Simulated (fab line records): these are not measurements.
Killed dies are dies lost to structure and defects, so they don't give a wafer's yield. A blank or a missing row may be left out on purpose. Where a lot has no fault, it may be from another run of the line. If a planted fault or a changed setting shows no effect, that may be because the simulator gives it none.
What tool caused it? || flow sky130 || 13 lots, 38 wafers sampled, at 4 steps of a route of 708

## WHAT THE GAUGES SHOWED, per wafer
SKY_LDD_N_OVL_MEAS_07.
{"lot": "L921", "measured": "day 17 13:49", "on": "overlay-02", "LDD_N_OVL (nm)": "-1.1 -3.0 -1.9"}
{"lot": "L922", "measured": "day 18 03:21", "on": "overlay-02", "LDD_N_OVL (nm)": "0.4 -0.3 0.2"}
{"lot": "L926", "measured": "day 20 05:48", "on": "overlay-02", "LDD_N_OVL (nm)": "-2.3 -2.8"}
{"lot": "L933", "measured": "day 22 11:16", "on": "overlay-01", "LDD_N_OVL (nm)": "0.6 -0.2 -0.5"}
{"lot": "L934", "measured": "day 22 21:24", "on": "overlay-01", "LDD_N_OVL (nm)": "-0.1 -0.7 -0.7"}
{"lot": "L935", "measured": "day 23 03:52", "on": "overlay-02", "LDD_N_OVL (nm)": "-0.1 -2.1 -0.6"}
{"lot": "L937", "measured": "day 24 00:34", "on": "overlay-01", "LDD_N_OVL (nm)": "0.9 2.6 2.9"}
{"lot": "L936", "measured": "day 24 03:29", "on": "overlay-01", "LDD_N_OVL (nm)": "1.3 0.5 0.8"}
{"lot": "L939", "measured": "day 24 07:00", "on": "overlay-02", "LDD_N_OVL (nm)": "-2.3 -2.5 -0.5"}
{"lot": "L940", "measured": "day 24 15:41", "on": "overlay-02", "LDD_N_OVL (nm)": "-0.9 0.8 -0.2"}
{"lot": "L941", "measured": "day 25 01:38", "on": "overlay-02", "LDD_N_OVL (nm)": "-1.8 -0.9 -1.3"}
{"lot": "L943", "measured": "day 25 22:33", "on": "overlay-02", "LDD_N_OVL (nm)": "-0.3 -0.2 -0.4"}
{"lot": "L944", "measured": "day 26 01:13", "on": "overlay-02", "LDD_N_OVL (nm)": "-0.5 -2.0 -0.1"}

## WHAT TOOL EACH LOT RAN ON (gives the tool, then ch and the chambers of the sampled wafers, and finally the start)
{"lot": "L921", "SKY_GATE_OXIDE_STRIP_13": "plasma_asher-03 ch 0,1, day 13 19:37", "SKY_POLY_GATE_ETCH_17": "rie_si-01 ch 1,2, day 16 08:14", "SKY_POLY_GATE_STRIP_18": "plasma_asher-02 ch 0,1, day 16 08:18"}
{"lot": "L922", "SKY_GATE_OXIDE_STRIP_13": "plasma_asher-04 ch 0,1, day 14 06:33", "SKY_POLY_GATE_ETCH_17": "rie_si-02 ch 0,2,3, day 16 19:56", "SKY_POLY_GATE_STRIP_18": "plasma_asher-02 ch 0,1, day 16 20:00"}
{"lot": "L926", "SKY_GATE_OXIDE_STRIP_13": "plasma_asher-03 ch 0,1, day 16 00:10", "SKY_POLY_GATE_ETCH_17": "rie_si-02 ch 1,2, day 18 19:08", "SKY_POLY_GATE_STRIP_18": "plasma_asher-02 ch 1, day 18 19:11"}
{"lot": "L933", "SKY_GATE_OXIDE_STRIP_13": "plasma_asher-03 ch 0,1, day 18 08:59", "SKY_POLY_GATE_ETCH_17": "rie_si-02 ch 0,2, day 21 03:15", "SKY_POLY_GATE_STRIP_18": "plasma_asher-01 ch 0,1, day 21 03:18"}
{"lot": "L934", "SKY_GATE_OXIDE_STRIP_13": "plasma_asher-04 ch 0,1, day 18 18:16", "SKY_POLY_GATE_ETCH_17": "rie_si-01 ch 0,1,3, day 21 13:41", "SKY_POLY_GATE_STRIP_18": "plasma_asher-03 ch 0,1, day 21 13:44"}
{"lot": "L935", "SKY_GATE_OXIDE_STRIP_13": "plasma_asher-03 ch 0, day 19 00:51", "SKY_POLY_GATE_ETCH_17": "rie_si-02 ch 0,1, day 21 20:21", "SKY_POLY_GATE_STRIP_18": "plasma_asher-02 ch 1, day 21 20:24"}
{"lot": "L937", "SKY_GATE_OXIDE_STRIP_13": "plasma_asher-03 ch 0,1, day 20 00:05", "SKY_POLY_GATE_ETCH_17": "rie_si-01 ch 0,3, day 22 17:47", "SKY_POLY_GATE_STRIP_18": "plasma_asher-01 ch 0,1, day 22 17:53"}
{"lot": "L936", "SKY_GATE_OXIDE_STRIP_13": "plasma_asher-03 ch 0,1, day 20 00:47", "SKY_POLY_GATE_ETCH_17": "rie_si-02 ch 2,3, day 22 20:20", "SKY_POLY_GATE_STRIP_18": "plasma_asher-02 ch 0,1, day 22 20:26"}
{"lot": "L939", "SKY_GATE_OXIDE_STRIP_13": "plasma_asher-02 ch 0,1, day 20 04:36", "SKY_POLY_GATE_ETCH_17": "rie_si-02 ch 1,2, day 23 00:11", "SKY_POLY_GATE_STRIP_18": "plasma_asher-02 ch 0,1, day 23 00:14"}
{"lot": "L940", "SKY_GATE_OXIDE_STRIP_13": "plasma_asher-04 ch 0,1, day 20 12:31", "SKY_POLY_GATE_ETCH_17": "rie_si-01 ch 2,3, day 23 08:44", "SKY_POLY_GATE_STRIP_18": "plasma_asher-01 ch 0,1, day 23 08:47"}
{"lot": "L941", "SKY_GATE_OXIDE_STRIP_13": "plasma_asher-04 ch 0,1, day 21 00:59", "SKY_POLY_GATE_ETCH_17": "rie_si-02 ch 0,3, day 23 18:53", "SKY_POLY_GATE_STRIP_18": "plasma_asher-02 ch 0,1, day 23 18:59"}
{"lot": "L943", "SKY_GATE_OXIDE_STRIP_13": "plasma_asher-03 ch 0,1, day 21 20:58", "SKY_POLY_GATE_ETCH_17": "rie_si-02 ch 0,2,3, day 24 15:35", "SKY_POLY_GATE_STRIP_18": "plasma_asher-01 ch 0,1, day 24 15:38"}
{"lot": "L944", "SKY_GATE_OXIDE_STRIP_13": "plasma_asher-03 ch 0,1, day 21 21:16", "SKY_POLY_GATE_ETCH_17": "rie_si-01 ch 1,2, day 24 17:50", "SKY_POLY_GATE_STRIP_18": "plasma_asher-03 ch 0,1, day 24 17:54"}
- SKY_GATE_OXIDE_STRIP_13: strips in O2/N2.
- SKY_POLY_GATE_ETCH_17: etches poly-Si in HBr/Cl2, stops on SiO2, target depth 180 nm, time 70.5 s.
- SKY_POLY_GATE_STRIP_18: strips in O2/N2.

## WHAT THE TOOLS THEMSELVES READ (means of the sampled wafers that have a number; where no wafer has one, the mark that the record gives instead)
SKY_GATE_OXIDE_STRIP_13.
{"lot": "L921", "tool": "plasma_asher-03", "drypump_motor_current_A (A)": 6.1, "oes_product_au (a.u.)": 0.718, "strip_time_to_endpoint_s (s)": 14.19}
{"lot": "L922", "tool": "plasma_asher-04", "drypump_motor_current_A (A)": 5.7, "oes_product_au (a.u.)": 0.714, "strip_time_to_endpoint_s (s)": 14.22}
{"lot": "L926", "tool": "plasma_asher-03", "drypump_motor_current_A (A)": 6.0, "oes_product_au (a.u.)": 0.714, "strip_time_to_endpoint_s (s)": 14.14}
{"lot": "L933", "tool": "plasma_asher-03", "drypump_motor_current_A (A)": 6.1, "oes_product_au (a.u.)": 0.714, "strip_time_to_endpoint_s (s)": 14.24}
{"lot": "L934", "tool": "plasma_asher-04", "drypump_motor_current_A (A)": 5.7, "oes_product_au (a.u.)": 0.718, "strip_time_to_endpoint_s (s)": 14.22}
{"lot": "L935", "tool": "plasma_asher-03", "drypump_motor_current_A (A)": 6.4, "oes_product_au (a.u.)": 0.715, "strip_time_to_endpoint_s (s)": 14.17}
{"lot": "L937", "tool": "plasma_asher-03", "drypump_motor_current_A (A)": 5.7, "oes_product_au (a.u.)": 0.711, "strip_time_to_endpoint_s (s)": 14.16}
{"lot": "L936", "tool": "plasma_asher-03", "drypump_motor_current_A (A)": 5.7, "oes_product_au (a.u.)": 0.713, "strip_time_to_endpoint_s (s)": 14.16}
{"lot": "L939", "tool": "plasma_asher-02", "drypump_motor_current_A (A)": 5.4, "oes_product_au (a.u.)": 0.716, "strip_time_to_endpoint_s (s)": 14.22}
{"lot": "L940", "tool": "plasma_asher-04", "drypump_motor_current_A (A)": 5.7, "oes_product_au (a.u.)": 0.715, "strip_time_to_endpoint_s (s)": 14.20}
{"lot": "L941", "tool": "plasma_asher-04", "drypump_motor_current_A (A)": 5.7, "oes_product_au (a.u.)": 0.719, "strip_time_to_endpoint_s (s)": 14.22}
{"lot": "L943", "tool": "plasma_asher-03", "drypump_motor_current_A (A)": 6.1, "oes_product_au (a.u.)": 0.719, "strip_time_to_endpoint_s (s)": 14.13}
{"lot": "L944", "tool": "plasma_asher-03", "drypump_motor_current_A (A)": 6.1, "oes_product_au (a.u.)": 0.719, "strip_time_to_endpoint_s (s)": 14.20}

SKY_POLY_GATE_ETCH_17.
{"lot": "L921", "tool": "rie_si-01", "bias_w (W)": 99.7, "drypump_motor_current_A (A)": 5.5, "mfc_cl2_sccm (sccm)": 49.97, "oes_product_au (a.u.)": 0.989, "rf_fwd_power_W (W)": 398.9, "throttle_valve_pct (%)": 33.685}
{"lot": "L922", "tool": "rie_si-02", "bias_w (W)": 99.8, "drypump_motor_current_A (A)": 5.4, "mfc_cl2_sccm (sccm)": 49.95, "oes_product_au (a.u.)": 0.980, "rf_fwd_power_W (W)": 397.3, "throttle_valve_pct (%)": 33.685}
{"lot": "L926", "tool": "rie_si-02", "bias_w (W)": 99.7, "drypump_motor_current_A (A)": 5.4, "mfc_cl2_sccm (sccm)": 49.92, "oes_product_au (a.u.)": 1.000, "rf_fwd_power_W (W)": 396.9, "throttle_valve_pct (%)": 33.683}
{"lot": "L933", "tool": "rie_si-02", "bias_w (W)": 100.2, "drypump_motor_current_A (A)": 4.8, "mfc_cl2_sccm (sccm)": 50.13, "oes_product_au (a.u.)": 0.986, "rf_fwd_power_W (W)": 397.8, "throttle_valve_pct (%)": 33.687}
{"lot": "L934", "tool": "rie_si-01", "bias_w (W)": 100.1, "drypump_motor_current_A (A)": 5.8, "mfc_cl2_sccm (sccm)": 50.09, "oes_product_au (a.u.)": 0.998, "rf_fwd_power_W (W)": 397.2, "throttle_valve_pct (%)": 33.682}
{"lot": "L935", "tool": "rie_si-02", "bias_w (W)": 100.1, "drypump_motor_current_A (A)": 5.4, "mfc_cl2_sccm (sccm)": 49.93, "oes_product_au (a.u.)": 0.988, "rf_fwd_power_W (W)": 396.5, "throttle_valve_pct (%)": 33.677}
{"lot": "L937", "tool": "rie_si-01", "bias_w (W)": 100.0, "drypump_motor_current_A (A)": 5.3, "mfc_cl2_sccm (sccm)": 50.01, "oes_product_au (a.u.)": 0.984, "rf_fwd_power_W (W)": 397.3, "throttle_valve_pct (%)": 33.682}
{"lot": "L936", "tool": "rie_si-02", "bias_w (W)": 100.1, "drypump_motor_current_A (A)": 5.5, "mfc_cl2_sccm (sccm)": 50.10, "oes_product_au (a.u.)": 0.987, "rf_fwd_power_W (W)": 399.3, "throttle_valve_pct (%)": 33.688}
{"lot": "L939", "tool": "rie_si-02", "bias_w (W)": 99.9, "drypump_motor_current_A (A)": 5.5, "mfc_cl2_sccm (sccm)": 50.07, "oes_product_au (a.u.)": 0.989, "rf_fwd_power_W (W)": 396.1, "throttle_valve_pct (%)": 33.689}
{"lot": "L940", "tool": "rie_si-01", "bias_w (W)": 99.8, "drypump_motor_current_A (A)": 5.2, "mfc_cl2_sccm (sccm)": 49.96, "oes_product_au (a.u.)": 0.990, "rf_fwd_power_W (W)": 397.4, "throttle_valve_pct (%)": 33.682}
{"lot": "L941", "tool": "rie_si-02", "bias_w (W)": 99.9, "drypump_motor_current_A (A)": 5.9, "mfc_cl2_sccm (sccm)": 49.94, "oes_product_au (a.u.)": 0.990, "rf_fwd_power_W (W)": 398.5, "throttle_valve_pct (%)": 33.683}
{"lot": "L943", "tool": "rie_si-02", "bias_w (W)": 100.1, "drypump_motor_current_A (A)": 5.4, "mfc_cl2_sccm (sccm)": 49.95, "oes_product_au (a.u.)": 0.999, "rf_fwd_power_W (W)": 396.7, "throttle_valve_pct (%)": 33.685}
{"lot": "L944", "tool": "rie_si-01", "bias_w (W)": 99.6, "drypump_motor_current_A (A)": 6.1, "mfc_cl2_sccm (sccm)": 50.01, "oes_product_au (a.u.)": 0.994, "rf_fwd_power_W (W)": 398.2, "throttle_valve_pct (%)": 33.694}

SKY_POLY_GATE_STRIP_18.
{"lot": "L921", "tool": "plasma_asher-02", "drypump_motor_current_A (A)": 5.1, "oes_product_au (a.u.)": 0.360, "strip_time_to_endpoint_s (s)": 3.15}
{"lot": "L922", "tool": "plasma_asher-02", "drypump_motor_current_A (A)": 5.1, "oes_product_au (a.u.)": 0.358, "strip_time_to_endpoint_s (s)": 3.18}
{"lot": "L926", "tool": "plasma_asher-02", "drypump_motor_current_A (A)": 5.6, "oes_product_au (a.u.)": 0.369, "strip_time_to_endpoint_s (s)": 3.36}
{"lot": "L933", "tool": "plasma_asher-01", "drypump_motor_current_A (A)": 5.3, "oes_product_au (a.u.)": 0.365, "strip_time_to_endpoint_s (s)": 3.18}
{"lot": "L934", "tool": "plasma_asher-03", "drypump_motor_current_A (A)": 5.7, "oes_product_au (a.u.)": 0.361, "strip_time_to_endpoint_s (s)": 3.16}
{"lot": "L935", "tool": "plasma_asher-02", "drypump_motor_current_A (A)": 5.6, "oes_product_au (a.u.)": 0.358, "strip_time_to_endpoint_s (s)": 3.21}
{"lot": "L937", "tool": "plasma_asher-01", "drypump_motor_current_A (A)": 5.3, "oes_product_au (a.u.)": 0.363, "strip_time_to_endpoint_s (s)": 3.19}
{"lot": "L936", "tool": "plasma_asher-02", "drypump_motor_current_A (A)": 5.4, "oes_product_au (a.u.)": 0.362, "strip_time_to_endpoint_s (s)": 3.18}
{"lot": "L939", "tool": "plasma_asher-02", "drypump_motor_current_A (A)": 5.4, "oes_product_au (a.u.)": 0.358, "strip_time_to_endpoint_s (s)": 3.16}
{"lot": "L940", "tool": "plasma_asher-01", "drypump_motor_current_A (A)": 5.3, "oes_product_au (a.u.)": 0.361, "strip_time_to_endpoint_s (s)": 3.21}
{"lot": "L941", "tool": "plasma_asher-02", "drypump_motor_current_A (A)": 5.1, "oes_product_au (a.u.)": 0.361, "strip_time_to_endpoint_s (s)": 3.17}
{"lot": "L943", "tool": "plasma_asher-01", "drypump_motor_current_A (A)": 5.3, "oes_product_au (a.u.)": 0.359, "strip_time_to_endpoint_s (s)": 3.17}
{"lot": "L944", "tool": "plasma_asher-03", "drypump_motor_current_A (A)": 5.7, "oes_product_au (a.u.)": 0.359, "strip_time_to_endpoint_s (s)": 3.19}

## THE ANSWER, worked out from the rows above alone
Rule: what is usual is taken from the lots themselves. Put in order of their means at a reading, lots are off if they are a third of the lots or fewer, leave a main group of 4 or more, and stand apart from it by a gap of 3 or more times the standard deviation of the main group's means; of several such gaps the widest counts. A main group whose means are all the same, to the digits that the tables above print for the reading, isn't used. A lot without any number at a reading at which 4 lots or more have one is off too. All remaining lots with rows at the step are treated as sound. After the gauges, taken in route order, come the tools' own readings; for these a lot's mean is taken, as printed above. The first step at which some lot is off is used, and at that step the reading that is off furthest; a lot without a number counts as furthest.
Off at SKY_POLY_GATE_STRIP_18 (strip_time_to_endpoint_s): L926. The main group has a mean of 3.18 s with a standard deviation of 0.018.
If a tool, at that step or one of the process steps before it, ran each lot that is off and ran no sound lot following the first of them, it fits. Not one of the candidates tried fits.

## WHAT WAS PUT IN BY THE SIMULATOR
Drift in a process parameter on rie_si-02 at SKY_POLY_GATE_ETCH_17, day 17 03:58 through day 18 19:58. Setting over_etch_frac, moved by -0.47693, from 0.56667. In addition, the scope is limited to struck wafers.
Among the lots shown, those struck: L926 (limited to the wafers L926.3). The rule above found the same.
